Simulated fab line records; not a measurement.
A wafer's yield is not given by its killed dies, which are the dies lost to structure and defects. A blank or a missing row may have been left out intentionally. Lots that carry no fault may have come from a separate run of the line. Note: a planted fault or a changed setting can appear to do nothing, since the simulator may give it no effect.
Tool commonality check || flow gf180mcu || Sampled: 13 lots, 39 wafers

WHY THIS WAS OPENED
At GF_MVPSD_TW_MEAS_11 the reading MVPSD_TW is flagged on 1 of 13 lots. No-fault wafers: 550, standard deviation 5.7.
Rule: a lot is flagged when every wafer of it that has a number lies more than 4 standard deviations from that mean, or none has a number. All remaining lots are regarded as sound.

{"lot": "L466", "measured": "day 5 05:59", "on": "filmMetro-01", "MVPSD_TW, wafer by wafer": "549 549 544", "flag": ""}
{"lot": "L470", "measured": "day 6 05:25", "on": "filmMetro-02", "MVPSD_TW, wafer by wafer": "558 557 557", "flag": ""}
{"lot": "L471", "measured": "day 6 11:41", "on": "filmMetro-01", "MVPSD_TW, wafer by wafer": "547 546 549", "flag": ""}
{"lot": "L475", "measured": "day 7 16:05", "on": "filmMetro-02", "MVPSD_TW, wafer by wafer": "554 558 557", "flag": ""}
{"lot": "L476", "measured": "day 7 20:53", "on": "filmMetro-02", "MVPSD_TW, wafer by wafer": "557 558 556", "flag": ""}
{"lot": "L479", "measured": "day 8 11:55", "on": "filmMetro-04", "MVPSD_TW, wafer by wafer": "30 30 30", "flag": "FLAGGED"}
{"lot": "L482", "measured": "day 9 06:32", "on": "filmMetro-04", "MVPSD_TW, wafer by wafer": "546 542 546", "flag": ""}
{"lot": "L483", "measured": "day 9 10:47", "on": "filmMetro-04", "MVPSD_TW, wafer by wafer": "542 546 544", "flag": ""}
{"lot": "L484", "measured": "day 9 19:31", "on": "filmMetro-02", "MVPSD_TW, wafer by wafer": "556 558 557", "flag": ""}
{"lot": "L485", "measured": "day 10 02:52", "on": "filmMetro-01", "MVPSD_TW, wafer by wafer": "550 551 546", "flag": ""}
{"lot": "L486", "measured": "day 10 07:29", "on": "filmMetro-01", "MVPSD_TW, wafer by wafer": "551 548 549", "flag": ""}
{"lot": "L487", "measured": "day 10 11:38", "on": "filmMetro-01", "MVPSD_TW, wafer by wafer": "550 553 550", "flag": ""}
{"lot": "L488", "measured": "day 10 18:28", "on": "filmMetro-02", "MVPSD_TW, wafer by wafer": "561 560 560", "flag": ""}
The numbers of the flagged lots are 30 on average: -520 against the usual, or -91 standard deviations.

WHICH TOOL EACH LOT WENT THROUGH
The record holds 1 process step before the reading, out of a route of 602 steps. Each cell gives the tool, then ch followed by the chambers the sampled wafers passed through, then the start.
{"lot": "L466", "flag": "", "GF_MVPSD_EXPOSE_04": "ilineStepper-01 ch 0, day 4 22:29"}
{"lot": "L470", "flag": "", "GF_MVPSD_EXPOSE_04": "ilineStepper-01 ch 0, day 5 21:56"}
{"lot": "L471", "flag": "", "GF_MVPSD_EXPOSE_04": "ilineStepper-02 ch 0, day 6 04:06"}
{"lot": "L475", "flag": "", "GF_MVPSD_EXPOSE_04": "ilineStepper-01 ch 0, day 7 08:31"}
{"lot": "L476", "flag": "", "GF_MVPSD_EXPOSE_04": "ilineStepper-02 ch 0, day 7 12:45"}
{"lot": "L479", "flag": "FLAGGED", "GF_MVPSD_EXPOSE_04": "ilineStepper-02 ch 0, day 8 03:26"}
{"lot": "L482", "flag": "", "GF_MVPSD_EXPOSE_04": "ilineStepper-02 ch 0, day 8 22:46"}
{"lot": "L483", "flag": "", "GF_MVPSD_EXPOSE_04": "ilineStepper-01 ch 0, day 9 01:58"}
{"lot": "L484", "flag": "", "GF_MVPSD_EXPOSE_04": "ilineStepper-02 ch 0, day 9 10:43"}
{"lot": "L485", "flag": "", "GF_MVPSD_EXPOSE_04": "ilineStepper-01 ch 0, day 9 18:13"}
{"lot": "L486", "flag": "", "GF_MVPSD_EXPOSE_04": "ilineStepper-02 ch 0, day 9 23:08"}
{"lot": "L487", "flag": "", "GF_MVPSD_EXPOSE_04": "ilineStepper-02 ch 0, day 10 02:35"}
{"lot": "L488", "flag": "", "GF_MVPSD_EXPOSE_04": "ilineStepper-01 ch 0, day 10 08:58"}
These steps, and what they do:
- GF_MVPSD_EXPOSE_04: exposes mask MVPSD, target cd 1000 nm.
- GF_MVPSD_TW_MEAS_11

FLAGGED AGAINST TOTAL, ONE TOOL AT A TIME (gauges that did the reading follow at the end)
{"step": "GF_MVPSD_EXPOSE_04", "tool": "ilineStepper-01", "lots run": 6, "flagged": 0, "share of the flagged lots": "none", "sound lots run after its first flagged lot": "-"}
{"step": "GF_MVPSD_EXPOSE_04", "tool": "ilineStepper-02", "lots run": 7, "flagged": 1, "share of the flagged lots": "all", "sound lots run after its first flagged lot": "4 (L482,L484,L486,L487)"}
{"step": "GF_MVPSD_TW_MEAS_11", "tool": "filmMetro-01", "lots run": 5, "flagged": 0, "share of the flagged lots": "none", "sound lots run after its first flagged lot": "-"}
{"step": "GF_MVPSD_TW_MEAS_11", "tool": "filmMetro-02", "lots run": 5, "flagged": 0, "share of the flagged lots": "none", "sound lots run after its first flagged lot": "-"}
{"step": "GF_MVPSD_TW_MEAS_11", "tool": "filmMetro-04", "lots run": 3, "flagged": 1, "share of the flagged lots": "all", "sound lots run after its first flagged lot": "2 (L482,L483)"}

WHAT THE TABLE PERMITS
Table rows that saw every flagged lot: 2, namely ilineStepper-02 at GF_MVPSD_EXPOSE_04 and filmMetro-04 at GF_MVPSD_TW_MEAS_11.
- ilineStepper-02 at GF_MVPSD_EXPOSE_04 ran 7 lots, 1 of them flagged. Sound lots ran on it after the first flagged one (L482, L484, L486, L487), which a lasting fault on the whole tool wouldn't allow.
- filmMetro-04 at GF_MVPSD_TW_MEAS_11 ran 3 lots, 1 of them flagged. Sound lots ran on it after the first flagged one (L482, L483), which a lasting fault on the whole tool wouldn't allow.
Not one row of the table ran every flagged lot while running no sound lot after the first.

WHAT THE SIMULATOR PUT IN
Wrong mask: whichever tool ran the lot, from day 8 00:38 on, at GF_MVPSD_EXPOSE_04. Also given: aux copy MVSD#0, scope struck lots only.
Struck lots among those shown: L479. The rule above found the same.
